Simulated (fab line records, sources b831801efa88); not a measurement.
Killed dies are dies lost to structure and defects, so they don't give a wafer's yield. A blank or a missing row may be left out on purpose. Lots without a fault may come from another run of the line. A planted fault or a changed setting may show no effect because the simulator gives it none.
fab line records | flow sky130
record lots=12 wafers=36 last_day=50
route steps=708 shown FIELD_ISO@1 VT_ADJUST_HVTP@94 VT_ADJUST_NCORE@127 SONOS_ONO@183
lots that met no fault: from a run of the same line without faults
start_h: hours from the record's first day to the start of the lot's first wafer shown | wait_h: hours since the lot's step before | " the same as in the row above | L1.1+2: a row that stands for several wafers | - no value, or no start given | * or withheld: withheld | < > ~ a bound
route shown NAME@n: a module of which the file shows steps, and the number in the route of the first | usual: mean/standard deviation of fault-free wafers | same: alike in all rows | chamber/n: place in a boat | sites: the reading at each site | _std_site: their standard deviation | _edge_site: outer sites' mean less inner sites' | radius_mm: how far each site lies from the wafer's centre | mask NAME#n: copy n | behind: the tool/chamber that last shaped the wafer | hold: why the lot was held/for how many hours/how that ended | device: the transistor (n, p or np) that didn't switch | end of line: the same wafers' tests at the end of the route | a step without rows: its recipe alone | killed: dies lost to structure and defects at the first sort, not the wafer's yield | map: a wafer's dies, x killed, . not, _ none there
set.NAME: the setting as run; set.NAME@STEP: as run at that earlier step | model.NAME: the simulator's own value behind a step, which no gauge read
steps of the route over a sample of lots; a table a step, a row a wafer
services: from which hour (start_h, from the record's first day; less than 0 if before it) a tool's chamber was out of use, for how many hours, and why
## steps
# step SKY_FIELD_ISO_BOW_MEAS_00
# recipe mode=bow
# usual INCOMING_BOW=-1/6.6
# columns lot.wafer tool chamber start_h wait_h INCOMING_BOW[um]
L259.3 film_metro-01 - 40.04 - -3
L259.4 " - " " -9
L259.5 " - " " -5
L261.2 film_metro-03 - 50.02 - 0
L261.3 " - " " -6
L261.6 " - " " -6
L262.2 film_metro-03 - 55.02 - 1
L262.4 " - " " -18
L262.6 " - " " 7
L264.3 film_metro-04 - 65.04 - -3
L264.5 " - " " 2
L264.6 " - " " -10
L266.2 film_metro-01 - 75.02 - -23
L266.5 " - " " 4
L266.6 " - " " 6
L268.2 film_metro-03 - 85.02 - 8
L268.5 " - " " -10
L268.6 " - " " -10
L269.2 film_metro-04 - 90.02 - -2
L269.3 " - " " 1
L269.5 " - " " -6
L271.2 film_metro-03 - 100.02 - 0
L271.4 " - " " 3
L271.5 " - " " -12
L272.1 film_metro-01 - 105.00 - -4
L272.2 " - " " -6
L272.4 " - " " -3
L274.1 film_metro-03 - 115.00 - 3
L274.2 " - " " 8
L274.3 " - " " -6
L275.1 film_metro-03 - 120.00 - 1
L275.2 " - " " -1
L275.5 " - " " -4
L276.1 film_metro-04 - 125.00 - -11
L276.5 " - " " 5
L276.6 " - " " 2
# step SKY_VT_ADJUST_HVTP_IMPLANT_09
# recipe species=As energy_kev=150 dose_cm2=4.3e+12 tilt_deg=withheld
# usual beam_on_s=10.00/0.19 dose_ions_cm2=4.3e+12/4.9e+09 faraday_current_uA=24.3/0.46
# columns lot.wafer tool chamber start_h wait_h beam_on_s dose_ions_cm2 faraday_current_uA
L259.3 implanter-04 0 156.54 0.1 9.73 4.296e+12 24.8
L259.4 " 0 " " 9.77 4.302e+12 24.9
L259.5 " 0 " " 9.77 4.296e+12 24.8
L261.2 implanter-02 0 181.06 0.0 10.11 4.297e+12 24.0
L261.3 " 0 " " 10.22 4.295e+12 23.8
L261.6 " 0 " " 10.10 4.299e+12 24.1
L262.2 implanter-01 0 181.35 0.0 10.33 4.303e+12 23.5
L262.4 " 0 " " 10.06 4.305e+12 24.1
L262.6 " 0 " " 9.83 4.305e+12 24.8
L264.3 implanter-04 0 192.72 0.1 9.78 4.298e+12 24.9
L264.5 " 0 " " 9.64 4.303e+12 25.0
L264.6 " 0 " " 10.04 4.302e+12 24.2
L266.2 implanter-01 0 218.28 0.1 9.77 4.301e+12 24.8
L266.5 " 0 " " 9.52 4.307e+12 25.4
L266.6 " 0 " " 9.69 4.303e+12 24.9
L268.2 implanter-01 0 228.50 0.0 9.93 4.298e+12 24.5
L268.5 " 0 " " 10.34 4.299e+12 23.5
L268.6 " 0 " " 10.41 4.296e+12 23.3
L269.2 implanter-01 0 231.15 0.0 10.13 4.299e+12 23.9
L269.3 " 0 " " 10.05 4.294e+12 24.1
L269.5 " 0 " " 10.29 4.304e+12 23.5
L271.2 implanter-02 0 234.15 0.0 9.80 4.3e+12 24.8
L271.4 " 0 " " 9.82 4.302e+12 24.7
L271.5 " 0 " " 9.85 4.293e+12 24.5
L272.1 implanter-01 0 240.53 0.0 10.06 4.291e+12 23.9
L272.2 " 0 " " 10.16 4.303e+12 23.9
L272.4 " 0 " " 10.08 4.296e+12 23.9
L274.1 implanter-01 0 257.37 0.0 9.68 3.944e+12 22.9
L274.2 " 0 " " 9.68 3.959e+12 22.8
L274.3 " 0 " " 9.99 3.954e+12 22.2
L275.1 implanter-01 0 262.63 0.0 10.25 3.951e+12 21.6
L275.2 " 0 " " 9.86 3.945e+12 22.5
L275.5 " 0 " " 9.96 3.959e+12 22.5
L276.1 implanter-01 0 269.68 0.0 10.12 3.966e+12 22.0
L276.5 " 0 " " 10.03 3.945e+12 22.3
L276.6 " 0 " " 10.03 3.945e+12 22.1
# step SKY_VT_ADJUST_HVTP_TW_MEAS_11
# usual VT_ADJUST_HVTP_TW=1359/6.4
# columns lot.wafer tool chamber start_h wait_h VT_ADJUST_HVTP_TW
L259.3 film_metro-02 - 156.76 0.1 1358
L259.4 " - " " 1358
L259.5 " - " " 1360
L261.2 film_metro-01 - 181.30 0.1 1371
L261.3 " - " " 1364
L261.6 " - " " 1371
L262.2 film_metro-02 - 181.59 0.1 1352
L262.4 " - " " 1361
L262.6 " - " " 1355
L264.3 film_metro-02 - 192.94 0.1 1353
L264.5 " - " " 1354
L264.6 " - " " 1350
L266.2 film_metro-02 - 218.52 0.1 1359
L266.5 " - " " 1357
L266.6 " - " " 1357
L268.2 film_metro-01 - 228.73 0.1 1374
L268.5 " - " " 1367
L268.6 " - " " 1372
L269.2 film_metro-02 - 231.39 0.1 1377
L269.3 " - " " 1357
L269.5 " - " " 1356
L271.2 film_metro-02 - 234.39 0.1 1369
L271.4 " - " " 1358
L271.5 " - " " 1353
L272.1 film_metro-01 - 240.78 0.1 1354
L272.2 " - " " 1356
L272.4 " - " " 1352
L274.1 film_metro-04 - 257.62 0.1 1324
L274.2 " - " " 1322
L274.3 " - " " 1327
L275.1 film_metro-01 - 262.88 0.1 1320
L275.2 " - " " 1310
L275.5 " - " " 1317
L276.1 film_metro-01 - 269.93 0.1 1326
L276.5 " - " " 1327
L276.6 " - " " 1319
# step SKY_VT_ADJUST_NCORE_OVL_MEAS_08
# usual VT_ADJUST_NCORE_OVL=-0.8/1.4
# columns lot.wafer tool chamber start_h wait_h VT_ADJUST_NCORE_OVL[nm]
L259.3 overlay-01 - 221.35 0.1 -0.7
L259.4 " - " " 0.4
L259.5 " - " " -1.5
L261.2 overlay-01 - 247.59 0.1 -0.9
L261.3 " - " " 0.2
L261.6 " - " " 0.1
L262.2 overlay-02 - 247.65 0.1 -0.4
L262.4 " - " " -0.9
L262.6 " - " " -2.1
L264.3 overlay-02 - 258.65 0.1 -1.3
L264.5 " - " " -1.6
L264.6 " - " " -2.8
L266.2 overlay-01 - 287.74 0.1 -1.4
L266.5 " - " " 1.0
L266.6 " - " " -0.5
L268.2 overlay-01 - 294.74 0.1 -1.4
L268.5 " - " " -1.8
L268.6 " - " " -2.5
L269.2 overlay-02 - 296.40 0.1 -1.7
L269.3 " - " " 0.6
L269.5 " - " " -1.3
L271.2 overlay-02 - 299.89 0.1 -0.3
L271.4 " - " " -0.9
L271.5 " - " " -0.6
L272.1 overlay-01 - 304.39 0.1 -3.2
L272.2 " - " " -1.1
L272.4 " - " " -3.2
L274.1 overlay-01 - 318.94 0.1 1.4
L274.2 " - " " 2.2
L274.3 " - " " -0.3
L275.1 overlay-01 - 324.23 0.1 0.7
L275.2 " - " " 1.2
L275.5 " - " " 1.8
L276.1 overlay-02 - 332.49 0.1 0.6
L276.5 " - " " -1.1
L276.6 " - " " -0.3
# step SKY_SONOS_ONO_ETCH_15
# recipe target_depth_nm=19.52 chemistry=CHF3/O2 source_w=600 bias_w=200 pressure_mtorr=40 chf3_flow_sccm=50 O2_flow_sccm=5 time_s=7.8
# usual drypump_motor_current_A=5.7/0.43 oes_product_au=0.997/0.0096 rf_fwd_power_W=590/3.1 throttle_valve_pct=8.823/0.0086
# columns lot.wafer tool chamber start_h wait_h drypump_motor_current_A oes_product_au rf_fwd_power_W rf_hours_counter_h throttle_valve_pct
L259.3 rie_diel-01 3 312.83 0.0 5.1 1.000 587 6 8.824
L259.4 " 2 " " 5.4 0.993 591 92 8.817
L259.5 " 0 " " 6.5 0.980 591 - 8.810
L261.2 rie_diel-01 0 341.48 0.0 6.4 0.989 592 6 8.835
L261.3 " 2 " " 5.4 1.003 592 93 8.827
L261.6 " 1 " " 5.4 0.996 591 - 8.817
L262.2 rie_diel-02 1 341.78 0.0 5.3 0.983 588 5 8.820
L262.4 " 0 " " 5.9 0.991 586 6 8.832
L262.6 " 2 " " 6.1 0.981 592 - 8.829
L264.3 rie_diel-01 2 353.93 0.0 5.4 1.005 593 93 8.819
L264.5 " 3 " " 5.1 1.002 588 - 8.834
L264.6 " 2 " " 5.4 1.003 591 - 8.812
L266.2 rie_diel-03 1 389.93 0.0 5.6 1.001 586 89 8.811
L266.5 " 2 " " 6.2 1.008 593 - 8.831
L266.6 " 3 " " 5.9 0.998 588 - 8.802
L268.2 rie_diel-03 3 402.37 0.0 5.9 1.004 590 18 8.822
L268.5 " 2 " " 6.2 1.000 593 - 8.827
L268.6 " 3 " " 5.9 0.999 590 - 8.819
L269.2 rie_diel-03 1 407.78 0.0 5.6 1.006 583 90 8.825
L269.3 " 2 " " 6.2 1.001 593 8 8.822
L269.5 " 3 " " 5.9 0.991 587 - 8.817
L271.2 rie_diel-01 2 408.72 0.0 5.4 1.006 591 94 8.826
L271.4 " 1 " " 5.4 0.992 590 - 8.823
L271.5 " 1 " " 5.3 0.991 589 - 8.829
L272.1 rie_diel-01 3 416.82 0.0 5.1 0.995 585 8 8.839
L272.2 " 2 " " 5.4 0.999 593 94 8.820
L272.4 " 1 " " 5.4 0.986 593 5 8.816
L274.1 rie_diel-01 3 437.17 0.0 5.0 0.999 586 9 8.820
L274.2 " 0 " " 6.4 0.992 593 7 8.824
L274.3 " 1 " " 5.4 0.992 589 5 8.821
L275.1 rie_diel-03 2 441.87 0.0 6.2 0.999 590 9 8.806
L275.2 " 3 " " 5.9 0.997 588 19 8.830
L275.5 " 0 " " 5.1 0.991 588 - 8.827
L276.1 rie_diel-02 3 453.50 0.0 6.3 1.002 594 5 8.809
L276.5 " 3 " " 6.2 1.001 594 - 8.823
L276.6 " 2 " " 6.1 0.980 592 - 8.819
## services
# columns tool chamber start_h hours kind
rie_diel-02 3 160.03 2.9 repair
rie_diel-02 - 168.98 0.5 repair
rie_diel-03 2 184.13 17.5 repair
rie_diel-01 1 187.30 2.5 repair
rie_diel-02 2 188.03 7.5 repair
rie_diel-03 - 201.67 2.8 pm
implanter-04 - 214.64 4.1 repair
rie_diel-02 - 223.11 1.9 repair
implanter-04 - 250.16 0.9 repair
rie_diel-01 0 286.38 7.4 repair
rie_diel-01 3 322.78 1.5 repair
rie_diel-02 0 331.67 5.5 repair
rie_diel-03 3 337.42 22.5 repair
implanter-04 - 338.51 2.3 repair
rie_diel-01 0 350.68 11.2 repair
rie_diel-02 - 381.99 0.6 repair
implanter-04 - 401.72 1.1 repair
rie_diel-01 3 406.16 7.1 repair
implanter-01 - 407.01 5.2 repair
rie_diel-01 0 407.09 8.8 repair
implanter-04 - 422.67 3.8 pm
implanter-04 - 427.90 6.8 repair
implanter-02 - 432.74 15.7 pm
rie_diel-03 - 443.09 14.6 pm
## key
first_sign step=SKY_VT_ADJUST_HVTP_IMPLANT_09 reading=dose_ions_cm2 direction=down sigmas=71 usual=* struck=*
effect step=SKY_VT_ADJUST_HVTP_IMPLANT_09 reading=faraday_current_uA direction=down sigmas=4.2 usual=24.3 struck=22.3
effect step=SKY_VT_ADJUST_HVTP_TW_MEAS_11 reading=VT_ADJUST_HVTP_TW direction=down sigmas=6 usual=1359 struck=1321
met_at SKY_VT_ADJUST_HVTP_IMPLANT_09
struck_lots L274,L275,L276
tester_left_out L274,L275,L276
not_acting_at SKY_FIELD_ISO_BOW_MEAS_00,SKY_VT_ADJUST_NCORE_OVL_MEAS_08,SKY_SONOS_ONO_ETCH_15
onset_between 240.53 257.37
fault kind=process_parameter_drift tool=implanter-01 chamber=- onset_h=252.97 steps=SKY_VT_ADJUST_HVTP_IMPLANT_09 channel=dose_cm2 offset=* shape=step end_h=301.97 acts_in=* stated=*
# tester_left_out: of these lots the tester's yield and bins aren't shown, on N5 and GAA mostly nor the transistor test; their killed dies are dies lost to structure and defects alone, not to doping, threshold or leakage, so they don't give the yield
